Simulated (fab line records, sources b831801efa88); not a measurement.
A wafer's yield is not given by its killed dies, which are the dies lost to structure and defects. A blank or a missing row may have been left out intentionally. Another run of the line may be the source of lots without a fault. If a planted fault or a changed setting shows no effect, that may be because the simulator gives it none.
fab line records + flow sky130
record
- lots=6
- wafers=18
- last_day=50
route steps=708 shown METAL2@490 PAD_OPEN@708
lots that met no fault: from a run of the same line without faults
start_h: the number of hours between the record's first day and the start of the first shown wafer of the lot + wait_h: time in hours since the lot's previous step + " same as the row above + L1.1+2: several wafers, shown together as one row + - value missing, or start not given + * or withheld: withheld + < > ~ a bound
route shown NAME@n: NAME is a module with steps in the file, n the number in the route of the first one + usual: average and standard deviation across the fault-free wafers + same: alike in all rows + chamber/n: place in a boat + sites: readings site by site + _std_site: the standard deviation of these + _edge_site: inner sites' mean taken away from outer sites' mean + radius_mm: for every site, how far away it sits from the centre of the wafer + mask NAME#n: copy n + behind: the most recent tool/chamber to have shaped the wafer + hold: what put the lot on hold/how long, in hours/how the hold closed + device: the n, p or np transistor that did not switch + end of line: tests run on the same wafers once the route is complete + where a step has no rows: the recipe by itself + killed: not the wafer's yield, but the dies lost to structure and defects at the first sort + map: shows each die of a wafer: x if killed, . if not, _ if none is there
set.NAME: the setting as run; set.NAME@STEP: as run at that earlier step + model.NAME: the simulator's own value behind a step, which no gauge read
lots at selected steps of the route; one table per step, one row per wafer
services: the hour from which a tool's chamber was out of use, counted from the record's first day as start_h (under 0 if before that day), plus the number of hours and why
## steps
# step SKY_METAL2_DEHYDRATE_07
# recipe
- temp_c=200
- time_s=60
# step SKY_METAL2_HMDS_08
# recipe
- prime_time_s=60
- prime_temp_c=120
# step SKY_METAL2_COAT_09
# recipe
- resist=BARC
- temp_c=withheld
- time_s=withheld
- spin_rpm=3000
- resist_thk_nm=60
# step SKY_METAL2_COAT_10
# recipe
- resist=KrF-thick
- spin_rpm=3000
- resist_thk_nm=450
# step SKY_METAL2_SOFTBAKE_11
# recipe
- temp_c=100
- time_s=90
- resist=KrF-thick
# step SKY_METAL2_EXPOSE_12
# recipe
- mask_id=MM2
- na=0.8
- source_shape=annular
- sigma_inner=0.55
- sigma_outer=0.85
- target_cd_nm=140
- dose_mj=28
# step SKY_METAL2_PEB_13
# recipe
- peb_temp_c=withheld
- peb_time_s=withheld
- resist=KrF-thick
# step SKY_METAL2_DEVELOP_14
# recipe
- develop_time_s=60
- resist=KrF-thick
- dev_temp_c=21
# step SKY_METAL2_CD_MEAS_15
# recipe
- target_cd_nm=140
# usual
- cd_nm=139.9/1.5
| lot.wafer | tool      | chamber | start_h | wait_h | cd_nm |
|-----------|-----------|---------|---------|--------|-------|
| L663.1    | cd_sem-01 | -       | 824.58  | -      | 139.7 |
| L663.2    | "         | -       | "       | "      | 139.3 |
| L663.4    | "         | -       | "       | "      | 140.1 |
| L664.3    | cd_sem-01 | -       | 834.10  | -      | 140.6 |
| L664.5    | "         | -       | "       | "      | 141.4 |
| L664.6    | "         | -       | "       | "      | 140.2 |
| L673.3    | cd_sem-02 | -       | 902.63  | -      | 140.9 |
| L673.5    | "         | -       | "       | "      | 139.4 |
| L673.6    | "         | -       | "       | "      | 138.1 |
| L676.2    | cd_sem-01 | -       | 926.48  | -      | 138.9 |
| L676.5    | "         | -       | "       | "      | 140.4 |
| L676.6    | "         | -       | "       | "      | 139.7 |
| L679.1    | cd_sem-01 | -       | 945.06  | -      | 140.7 |
| L679.2    | "         | -       | "       | "      | 138.7 |
| L679.3    | "         | -       | "       | "      | 139.4 |
| L685.1    | cd_sem-01 | -       | 984.42  | -      | 137.9 |
| L685.4    | "         | -       | "       | "      | 137.6 |
| L685.5    | "         | -       | "       | "      | 137.8 |
# step SKY_METAL2_OVL_MEAS_16
# usual
- METAL2_OVL=1/5.9
| lot.wafer | tool       | chamber | start_h | wait_h | METAL2_OVL[nm] |
|-----------|------------|---------|---------|--------|----------------|
| L663.1    | overlay-02 | -       | 824.70  | 0.1    | -3             |
| L663.2    | "          | -       | "       | "      | -8             |
| L663.4    | "          | -       | "       | "      | -3             |
| L664.3    | overlay-02 | -       | 834.19  | 0.1    | 0              |
| L664.5    | "          | -       | "       | "      | -5             |
| L664.6    | "          | -       | "       | "      | -2             |
| L673.3    | overlay-02 | -       | 902.72  | 0.1    | 1              |
| L673.5    | "          | -       | "       | "      | 1              |
| L673.6    | "          | -       | "       | "      | 2              |
| L676.2    | overlay-01 | -       | 926.59  | 0.1    | -12            |
| L676.5    | "          | -       | "       | "      | -8             |
| L676.6    | "          | -       | "       | "      | -3             |
| L679.1    | overlay-02 | -       | 945.18  | 0.1    | -4             |
| L679.2    | "          | -       | "       | "      | 1              |
| L679.3    | "          | -       | "       | "      | 1              |
| L685.1    | overlay-01 | -       | 984.54  | 0.1    | 2              |
| L685.4    | "          | -       | "       | "      | -6             |
| L685.5    | "          | -       | "       | "      | -2             |
# step SKY_METAL2_DESCUM_17
# recipe
- chemistry=O2
- source_power_w=150
- bias_power_w=0
- pressure_mtorr=10
- temp_c=40
- time_s=8
# usual
- drypump_motor_current_A=5.59/0.29
- oes_product_au=0.997/0.012
| lot.wafer | tool         | chamber | start_h | wait_h | drypump_motor_current_A | oes_product_au | rf_hours_counter_h |
|-----------|--------------|---------|---------|--------|-------------------------|----------------|--------------------|
| L663.1    | rie_metal-04 | 0       | 824.74  | 0.0    | 5.74                    | 0.968          | 3                  |
| L663.2    | "            | 1       | "       | "      | 5.43                    | 1.014          | 1                  |
| L663.4    | "            | 0       | "       | "      | 5.73                    | 0.976          | -                  |
| L664.3    | rie_metal-02 | 0       | 834.23  | 0.0    | 5.15                    | 1.003          | -                  |
| L664.5    | "            | 0       | "       | "      | 5.14                    | 1.010          | -                  |
| L664.6    | "            | 1       | "       | "      | 5.62                    | 1.005          | -                  |
| L673.3    | rie_metal-02 | 0       | 902.75  | 0.0    | 5.14                    | 1.001          | -                  |
| L673.5    | "            | 1       | "       | "      | 5.56                    | 0.987          | -                  |
| L673.6    | "            | 0       | "       | "      | 5.13                    | 1.007          | -                  |
| L676.2    | rie_metal-02 | 0       | 926.62  | 0.0    | 5.14                    | 1.005          | 2                  |
| L676.5    | "            | 0       | "       | "      | 5.14                    | 1.005          | -                  |
| L676.6    | "            | 1       | "       | "      | 5.58                    | 0.980          | -                  |
| L679.1    | rie_metal-02 | 1       | 945.22  | 0.0    | 5.64                    | 0.988          | 9                  |
| L679.2    | "            | 0       | "       | "      | 5.14                    | 0.998          | 3                  |
| L679.3    | "            | 0       | "       | "      | 5.13                    | 1.003          | -                  |
| L685.1    | rie_metal-04 | 1       | 984.57  | 0.0    | 5.45                    | 1.006          | 9                  |
| L685.4    | "            | 0       | "       | "      | 5.74                    | 0.983          | -                  |
| L685.5    | "            | 0       | "       | "      | 5.72                    | 0.990          | -                  |
# step SKY_METAL2_ETCH_18
# recipe
- chemistry=N2/H2
- target=BARC
- ion_energy_ev=200
- bias_w=100
- pressure_mtorr=30
- n2_flow_sccm=100
- h2_flow_sccm=200
- icp_w=500
- stop_on=SiO2
- time_s=45.9
- target_depth_a=600
# usual
- drypump_motor_current_A=5.59/0.29
- oes_product_au=0.856/0.0043
- run_length_s=74.2/0.4
- throttle_valve_pct=13.225/0.0092
| lot.wafer | tool         | chamber | start_h | wait_h | drypump_motor_current_A | oes_product_au | rf_hours_counter_h | run_length_s | throttle_valve_pct |
|-----------|--------------|---------|---------|--------|-------------------------|----------------|--------------------|--------------|--------------------|
| L663.1    | rie_metal-04 | 0       | 824.77  | 0.0    | 5.74                    | 0.861          | 3                  | 73.5         | 13.217             |
| L663.2    | "            | 1       | "       | "      | 5.40                    | 0.851          | 1                  | 74.0         | 13.225             |
| L663.4    | "            | 0       | "       | "      | 5.76                    | 0.859          | -                  | 73.6         | 13.229             |
| L664.3    | rie_metal-02 | 0       | 834.27  | 0.0    | 5.14                    | 0.857          | -                  | 73.7         | 13.209             |
| L664.5    | "            | 0       | "       | "      | 5.14                    | 0.856          | -                  | 74.3         | 13.223             |
| L664.6    | "            | 1       | "       | "      | 5.62                    | 0.860          | -                  | 74.3         | 13.236             |
| L673.3    | rie_metal-02 | 0       | 902.79  | 0.0    | 5.17                    | 0.858          | -                  | 73.9         | 13.235             |
| L673.5    | "            | 1       | "       | "      | 5.62                    | 0.860          | -                  | 74.1         | 13.209             |
| L673.6    | "            | 0       | "       | "      | 5.16                    | 0.860          | -                  | 74.1         | 13.216             |
| L676.2    | rie_metal-02 | 0       | 926.65  | 0.0    | 5.13                    | 0.856          | 2                  | 73.9         | 13.229             |
| L676.5    | "            | 0       | "       | "      | 5.15                    | 0.859          | -                  | 74.5         | 13.221             |
| L676.6    | "            | 1       | "       | "      | 5.56                    | 0.864          | -                  | 74.1         | 13.229             |
| L679.1    | rie_metal-02 | 1       | 945.25  | 0.0    | 5.60                    | 0.847          | 9                  | 74.5         | 13.226             |
| L679.2    | "            | 0       | "       | "      | 5.15                    | 0.860          | 3                  | 74.1         | 13.225             |
| L679.3    | "            | 0       | "       | "      | 5.15                    | 0.856          | -                  | 73.8         | 13.216             |
| L685.1    | rie_metal-04 | 1       | 984.61  | 0.0    | 5.48                    | 0.851          | 9                  | 74.2         | 13.215             |
| L685.4    | "            | 0       | "       | "      | 5.74                    | 0.854          | -                  | 73.7         | 13.238             |
| L685.5    | "            | 0       | "       | "      | 5.76                    | 0.857          | -                  | 74.0         | 13.237             |
# step SKY_METAL2_METAL_ETCH_19
# recipe
- target_depth_a=3600
- stop_on=SiO2
- over_etch_frac=0.3
- time_s=78
- chemistry=Cl2/BCl3
- resist_sidewall_deg=88
- pressure_mtorr=10
- icp_w=900
- bias_w=48.5
- Cl2_flow_sccm=60
- bcl3_flow_sccm=30
# usual
- drypump_motor_current_A=5.59/0.29
- oes_product_au=0.858/0.0061
- run_length_s=106.3/0.45
- throttle_valve_pct=22.264/0.01
| lot.wafer | tool         | chamber | start_h | wait_h | drypump_motor_current_A | oes_product_au | rf_hours_counter_h | run_length_s | throttle_valve_pct | model.KrF-thick_of_METAL2_COAT_10.thk_nm |
|-----------|--------------|---------|---------|--------|-------------------------|----------------|--------------------|--------------|--------------------|------------------------------------------|
| L663.1    | rie_metal-04 | 0       | 824.84  | 0.0    | 5.77                    | 0.858          | 3                  | 106.0        | 22.259             | 170.3                                    |
| L663.2    | "            | 1       | "       | "      | 5.42                    | 0.861          | 1                  | 106.0        | 22.294             | 155                                      |
| L663.4    | "            | 0       | "       | "      | 5.74                    | 0.864          | -                  | 106.1        | 22.260             | 169.8                                    |
| L664.3    | rie_metal-02 | 0       | 834.34  | 0.1    | 5.15                    | 0.847          | -                  | 106.4        | 22.265             | 156.1                                    |
| L664.5    | "            | 0       | "       | "      | 5.15                    | 0.858          | -                  | 105.9        | 22.257             | 156.6                                    |
| L664.6    | "            | 1       | "       | "      | 5.61                    | 0.855          | -                  | 106.4        | 22.266             | 159.9                                    |
| L673.3    | rie_metal-02 | 0       | 902.87  | 0.1    | 5.14                    | 0.845          | -                  | 105.7        | 22.273             | 155.6                                    |
| L673.5    | "            | 1       | "       | "      | 5.60                    | 0.858          | -                  | 106.7        | 22.271             | 164.3                                    |
| L673.6    | "            | 0       | "       | "      | 5.16                    | 0.854          | -                  | 106.0        | 22.274             | 158                                      |
| L676.2    | rie_metal-02 | 0       | 926.71  | 0.0    | 5.15                    | 0.858          | 2                  | 106.2        | 22.262             | 154.9                                    |
| L676.5    | "            | 0       | "       | "      | 5.13                    | 0.858          | -                  | 105.8        | 22.257             | 155.5                                    |
| L676.6    | "            | 1       | "       | "      | 5.60                    | 0.927          | -                  | 101.3        | 22.262             | 178.9                                    |
| L679.1    | rie_metal-02 | 1       | 945.31  | 0.0    | 5.63                    | 0.901          | 9                  | 101.6        | 22.268             | 177.5                                    |
| L679.2    | "            | 0       | "       | "      | 5.18                    | 0.871          | 3                  | 106.0        | 22.246             | 155.3                                    |
| L679.3    | "            | 0       | "       | "      | 5.17                    | 0.858          | -                  | 105.7        | 22.262             | 153.1                                    |
| L685.1    | rie_metal-04 | 1       | 984.67  | 0.0    | 5.45                    | 0.861          | 9                  | 105.9        | 22.265             | 158.5                                    |
| L685.4    | "            | 0       | "       | "      | 5.74                    | 0.868          | -                  | 105.9        | 22.273             | 165.8                                    |
| L685.5    | "            | 0       | "       | "      | 5.74                    | 0.853          | -                  | 105.8        | 22.258             | 165.8                                    |
# step SKY_METAL2_STRIP_20
# recipe
- chemistry=O2/N2
- power_w=1400
- pressure_mtorr=1500
- platen_temp_c=withheld
- o2_flow_sccm=3000
- n2_flow_sccm=300
- overash_fraction=0.5
# usual
- drypump_motor_current_A=5.6/0.44
- oes_product_au=0.344/0.0052
- strip_time_to_endpoint_s=2.71/0.053
# same
- overash_fraction=0.5
| lot.wafer | tool            | chamber | start_h | wait_h | drypump_motor_current_A | oes_product_au | rf_hours_counter_h | strip_time_to_endpoint_s |
|-----------|-----------------|---------|---------|--------|-------------------------|----------------|--------------------|--------------------------|
| L663.1    | plasma_asher-04 | 1       | 824.93  | 0.1    | 5.9                     | 0.344          | 8                  | 2.82                     |
| L663.2    | "               | 0       | "       | "      | 4.8                     | 0.348          | 8                  | 2.66                     |
| L663.4    | "               | 1       | "       | "      | 5.8                     | 0.355          | -                  | 2.82                     |
| L664.3    | plasma_asher-02 | 1       | 834.44  | 0.1    | 5.6                     | 0.338          | -                  | 2.66                     |
| L664.5    | "               | 1       | "       | "      | 5.6                     | 0.334          | -                  | 2.68                     |
| L664.6    | "               | 0       | "       | "      | 6.0                     | 0.349          | -                  | 2.73                     |
| L673.3    | plasma_asher-04 | 0       | 902.96  | 0.1    | 4.8                     | 0.341          | -                  | 2.66                     |
| L673.5    | "               | 1       | "       | "      | 5.9                     | 0.342          | -                  | 2.76                     |
| L673.6    | "               | 0       | "       | "      | 4.8                     | 0.337          | -                  | 2.70                     |
| L676.2    | plasma_asher-03 | 0       | 926.80  | 0.1    | 6.0                     | 0.340          | 47                 | 2.67                     |
| L676.5    | "               | 1       | "       | "      | 5.6                     | 0.346          | -                  | 2.66                     |
| L676.6    | "               | 0       | "       | "      | 6.0                     | 0.350          | -                  | 2.93                     |
| L679.1    | plasma_asher-02 | 0       | 945.40  | 0.1    | 6.0                     | 0.350          | 110                | 2.92                     |
| L679.2    | "               | 1       | "       | "      | 5.6                     | 0.340          | 110                | 2.67                     |
| L679.3    | "               | 1       | "       | "      | 5.6                     | 0.340          | -                  | 2.65                     |
| L685.1    | plasma_asher-04 | 1       | 984.76  | 0.1    | 5.9                     | 0.350          | 23                 | 2.70                     |
| L685.4    | "               | 0       | "       | "      | 4.8                     | 0.342          | -                  | 2.78                     |
| L685.5    | "               | 1       | "       | "      | 5.9                     | 0.350          | -                  | 2.76                     |
# step SKY_METAL2_STRIP_21
# recipe
- chemistry=post_etch_residue_remover
- time_s=1200
- temp_c=72.5
# step SKY_PAD_OPEN_PROBE_99
# usual
- defect_limited_yield=82.6/1.8
- killed_at_M0_to_M3=43/6.4
- killed_at_M4_up=2.8/1.7
- killed_at_contacts=24/5.5
- killed_at_front_end=15/4
- killed_at_other=0.3/0.54
- killed_dies=86/9.1
- killed_open=47/6.6
- killed_short=39/6.2
- sort_bin_3_pad_short=0.9/0.45
- sort_bin_5_function=10.4/1.4
- sort_bin_6_memory=6.2/1.1
- sort_n_pass=406/9.1
- sort_yield_pct=82.6/1.8
# same
- gross_dies=492
- killed_at_back_side=0
- sort_bin_4_leakage[%]=0
- sort_bin_8_speed[%]=0
| lot.wafer | tool      | chamber | start_h | wait_h | defect_limited_yield[%] | killed_at_M0_to_M3 | killed_at_M4_up | killed_at_contacts | killed_at_front_end | killed_at_other | killed_dies | killed_open | killed_short | sort_bin_3_pad_short[%] | sort_bin_5_function[%] | sort_bin_6_memory[%] | sort_n_pass | sort_yield_pct[%] |
|-----------|-----------|---------|---------|--------|-------------------------|--------------------|-----------------|--------------------|---------------------|-----------------|-------------|-------------|--------------|-------------------------|------------------------|----------------------|-------------|-------------------|
| L663.1    | prober-02 | -       | 1081.55 | 0.1    | 81.5                    | 47                 | 3               | 30                 | 11                  | 0               | 91          | 57          | 34           | 0.6                     | 9.3                    | 8.5                  | 401         | 81.5              |
| L663.2    | prober-02 | -       | 1081.60 | 0.1    | 80.3                    | 49                 | 2               | 30                 | 16                  | 0               | 97          | 52          | 45           | 1.6                     | 9.1                    | 8.9                  | 395         | 80.3              |
| L663.4    | prober-02 | -       | 1081.70 | 0.2    | 81.5                    | 45                 | 3               | 26                 | 17                  | 0               | 91          | 43          | 48           | 1.2                     | 10.4                   | 6.9                  | 401         | 81.5              |
| L664.3    | prober-01 | -       | 1088.54 | 0.2    | 85.6                    | 35                 | 2               | 16                 | 18                  | 0               | 71          | 45          | 26           | 0.6                     | 7.5                    | 6.3                  | 421         | 85.6              |
| L664.5    | prober-01 | -       | 1088.64 | 0.2    | 79.7                    | 54                 | 2               | 23                 | 20                  | 1               | 100         | 62          | 38           | 0.4                     | 12.6                   | 7.3                  | 392         | 79.7              |
| L664.6    | prober-01 | -       | 1088.69 | 0.2    | 81.5                    | 40                 | 4               | 23                 | 24                  | 0               | 91          | 52          | 39           | 0.6                     | 11.4                   | 6.5                  | 401         | 81.5              |
| L673.3    | prober-01 | -       | 1137.42 | 0.2    | 83.3                    | 42                 | 4               | 22                 | 14                  | 0               | 82          | 43          | 39           | 0.4                     | 8.7                    | 7.5                  | 410         | 83.3              |
| L673.5    | prober-01 | -       | 1137.52 | 0.2    | 82.5                    | 38                 | 5               | 24                 | 19                  | 0               | 86          | 55          | 31           | 1.0                     | 10.0                   | 6.5                  | 406         | 82.5              |
| L673.6    | prober-01 | -       | 1137.57 | 0.2    | 85.4                    | 37                 | 1               | 21                 | 13                  | 0               | 72          | 42          | 30           | 1.2                     | 9.8                    | 3.7                  | 420         | 85.4              |
| L676.2    | prober-02 | -       | 1159.00 | 0.1    | 80.9                    | 49                 | 4               | 22                 | 18                  | 1               | 94          | 42          | 52           | 0.6                     | 11.2                   | 7.3                  | 398         | 80.9              |
| L676.5    | prober-02 | -       | 1159.15 | 0.2    | 84.8                    | 35                 | 2               | 22                 | 15                  | 1               | 75          | 35          | 40           | 1.6                     | 9.6                    | 4.1                  | 417         | 84.8              |
| L676.6    | prober-02 | -       | 1159.20 | 0.2    | 81.7                    | 42                 | 2               | 28                 | 17                  | 1               | 90          | 45          | 45           | 0.6                     | 11.2                   | 6.5                  | 402         | 81.7              |
| L679.1    | prober-01 | -       | 1169.85 | 0.1    | 81.3                    | 42                 | 2               | 28                 | 20                  | 0               | 92          | 46          | 46           | 1.2                     | 10.8                   | 6.7                  | 400         | 81.3              |
| L679.2    | prober-01 | -       | 1169.90 | 0.1    | 81.7                    | 38                 | 3               | 32                 | 16                  | 1               | 90          | 51          | 39           | 1.6                     | 9.8                    | 6.9                  | 402         | 81.7              |
| L679.3    | prober-01 | -       | 1169.95 | 0.2    | 83.7                    | 44                 | 3               | 18                 | 15                  | 0               | 80          | 41          | 39           | 0.8                     | 11.2                   | 4.3                  | 412         | 83.7              |
| L685.1    | prober-01 | -       | 1197.69 | 0.1    | 82.9                    | 39                 | 6               | 25                 | 14                  | 0               | 84          | 41          | 43           | 1.0                     | 9.6                    | 6.5                  | 408         | 82.9              |
| L685.4    | prober-01 | -       | 1197.84 | 0.2    | 82.5                    | 48                 | 3               | 21                 | 14                  | 0               | 86          | 43          | 43           | 1.0                     | 10.0                   | 6.5                  | 406         | 82.5              |
| L685.5    | prober-01 | -       | 1197.89 | 0.2    | 82.3                    | 41                 | 1               | 30                 | 15                  | 0               | 87          | 53          | 34           | 0.8                     | 10.4                   | 6.5                  | 405         | 82.3              |
# killed by level:class
L663.1 LI_CONTACT:geometric_particle:open=12 CONTACT:geometric_particle:open=11 VIA3:geometric_particle:open=10 VIA1:geometric_particle:short=8 VIA1:geometric_particle:open=7 METAL1:geometric_particle:short=5 VIA2:geometric_particle:open=4 CONTACT:geometric_particle:short=4
L663.2 CONTACT:geometric_particle:open=10 VIA2:geometric_particle:open=8 VIA1:geometric_particle:open=7 VIA3:geometric_particle:open=7 LI_CONTACT:geometric_particle:open=6 METAL1:geometric_particle:short=6 VIA3:geometric_particle:short=6 LOCAL_INTERCONNECT:geometric_particle:short=5
L663.4 CONTACT:geometric_particle:open=10 VIA1:geometric_particle:open=9 VIA3:geometric_particle:open=7 CONTACT:geometric_particle:short=6 FIELD_ISO:geometric_particle:short=5 POLY_GATE:geometric_particle:short=5 METAL1:geometric_particle:short=5 VIA1:geometric_particle:short=5
L664.3 VIA1:geometric_particle:open=14 CONTACT:geometric_particle:open=7 VIA3:geometric_particle:open=6 POLY_GATE:geometric_particle:short=5 FIELD_ISO:geometric_particle:short=4 POLY_GATE:geometric_particle:open=4 LI_CONTACT:geometric_particle:open=4 CONTACT:geometric_particle:short=4
L664.5 VIA1:geometric_particle:open=13 VIA2:geometric_particle:open=13 VIA3:geometric_particle:open=10 CONTACT:geometric_particle:open=9 CONTACT:geometric_particle:short=6 METAL2:geometric_particle:short=6 FIELD_ISO:geometric_particle:short=5 POLY_GATE:geometric_particle:short=5
L664.6 CONTACT:geometric_particle:open=9 METAL2:geometric_particle:short=8 VIA1:geometric_particle:open=7 VIA2:geometric_particle:open=7 FIELD_ISO:geometric_particle:open=6 LI_CONTACT:geometric_particle:open=6 METAL4:geometric_particle:short=4 VIA3:geometric_particle:open=4
L673.3 VIA1:geometric_particle:open=13 LI_CONTACT:geometric_particle:open=9 VIA2:geometric_particle:open=7 POLY_GATE:geometric_particle:short=6 CONTACT:geometric_particle:open=5 METAL4:geometric_particle:short=4 CONTACT:geometric_particle:short=4 METAL1:geometric_particle:short=4
L673.5 CONTACT:geometric_particle:open=14 VIA3:geometric_particle:open=9 VIA1:geometric_particle:open=8 VIA2:geometric_particle:open=7 FIELD_ISO:geometric_particle:short=6 POLY_GATE:geometric_particle:open=4 FIELD_ISO:geometric_particle:open=3 LOCAL_INTERCONNECT:geometric_particle:short=3
L673.6 CONTACT:geometric_particle:open=9 VIA1:geometric_particle:open=7 VIA2:geometric_particle:open=7 LI_CONTACT:geometric_particle:open=6 CONTACT:geometric_particle:short=5 VIA3:geometric_particle:open=4 POLY_GATE:geometric_particle:short=4 VIA2:geometric_particle:short=3
L676.2 VIA3:geometric_particle:open=10 METAL1:geometric_particle:short=8 VIA1:geometric_particle:open=8 METAL2:geometric_particle:short=7 VIA1:geometric_particle:short=6 LOCAL_INTERCONNECT:geometric_particle:short=6 FIELD_ISO:geometric_particle:short=5 LI_CONTACT:geometric_particle:open=5
L676.5 VIA1:geometric_particle:open=11 FIELD_ISO:geometric_particle:short=7 CONTACT:geometric_particle:open=6 LI_CONTACT:geometric_particle:open=5 METAL1:geometric_particle:short=5 METAL2:geometric_particle:short=5 LOCAL_INTERCONNECT:geometric_particle:short=4 VIA3:geometric_particle:open=4
L676.6 LOCAL_INTERCONNECT:geometric_particle:short=11 VIA1:geometric_particle:open=10 METAL2:geometric_particle:short=9 LI_CONTACT:geometric_particle:open=6 VIA1:geometric_particle:short=5 VIA2:geometric_particle:open=5 FIELD_ISO:geometric_particle:short=4 METAL1:geometric_particle:open=4
L679.1 LI_CONTACT:geometric_particle:open=11 METAL2:geometric_particle:short=10 VIA1:geometric_particle:open=8 FIELD_ISO:geometric_particle:open=6 METAL1:geometric_particle:short=6 CONTACT:geometric_particle:open=6 CONTACT:geometric_particle:short=5 METAL2:geometric_particle:open=5
L679.2 CONTACT:geometric_particle:open=10 VIA1:geometric_particle:open=10 METAL2:geometric_particle:short=9 VIA2:geometric_particle:open=9 POLY_GATE:geometric_particle:short=6 LI_CONTACT:geometric_particle:open=6 LOCAL_INTERCONNECT:geometric_particle:short=6 FIELD_ISO:geometric_particle:open=5
L679.3 VIA1:geometric_particle:open=11 LI_CONTACT:geometric_particle:open=7 VIA1:geometric_particle:short=5 VIA3:geometric_particle:open=5 VIA2:geometric_particle:open=4 CONTACT:geometric_particle:open=4 METAL2:geometric_particle:short=4 METAL3:geometric_particle:short=4
L685.1 METAL1:geometric_particle:short=11 LI_CONTACT:geometric_particle:open=7 CONTACT:geometric_particle:open=7 CONTACT:geometric_particle:short=6 FIELD_ISO:geometric_particle:open=5 VIA1:geometric_particle:open=5 METAL2:geometric_particle:short=5 VIA2:geometric_particle:short=5
L685.4 VIA1:geometric_particle:open=15 CONTACT:geometric_particle:short=8 VIA1:geometric_particle:short=7 CONTACT:geometric_particle:open=6 VIA2:geometric_particle:open=6 METAL1:geometric_particle:short=5 METAL2:geometric_particle:short=5 VIA3:geometric_particle:open=5
L685.5 CONTACT:geometric_particle:open=15 VIA1:geometric_particle:open=9 VIA2:geometric_particle:open=8 VIA3:geometric_particle:open=8 CONTACT:geometric_particle:short=5 LI_CONTACT:geometric_particle:short=4 LI_CONTACT:geometric_particle:open=4 METAL2:geometric_particle:short=4
## services
| tool            | chamber | start_h | hours | kind           |
|-----------------|---------|---------|-------|----------------|
| plasma_asher-04 | -       | 810.80  | 2.8   | pm             |
| plasma_asher-03 | -       | 811.69  | 2.8   | pm             |
| plasma_asher-02 | -       | 835.28  | 1.9   | repair         |
| rie_metal-02    | 0       | 852.67  | -     | clean          |
| rie_metal-02    | 0       | 852.67  | 26.0  | scheduled_down |
| rie_metal-02    | 0       | 852.67  | 26.0  | vent_cycle     |
| rie_metal-04    | 0       | 901.40  | 2.6   | repair         |
| rie_metal-04    | 1       | 919.18  | 1.1   | repair         |
| plasma_asher-04 | -       | 972.01  | 10.1  | pm             |
## key
first_sign
- step=SKY_METAL2_METAL_ETCH_19
- reading=run_length_s
- direction=down
- sigmas=11
- usual=*
- struck=*
effect
- step=SKY_METAL2_METAL_ETCH_19
- reading=oes_product_au
- direction=up
- sigmas=9.2
- usual=0.858
- struck=0.914
effect
- step=SKY_METAL2_STRIP_20
- reading=strip_time_to_endpoint_s
- direction=up
- sigmas=4
- usual=*
- struck=*
model_effect
- step=SKY_METAL2_METAL_ETCH_19
- value=KrF-thick_of_METAL2_COAT_10.thk_nm
- without=162.7
- struck=178.2
met_at SKY_METAL2_METAL_ETCH_19
struck_wafers L676.6,L679.1
onset_between 902.87 926.71
fault
- kind=process_parameter_drift
- tool=rie_metal-02
- chamber=1
- onset_h=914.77
- steps=SKY_METAL2_METAL_ETCH_19
- channel=time_s
- offset=*
- shape=step
- end_h=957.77
- acts_in=*
- stated=*
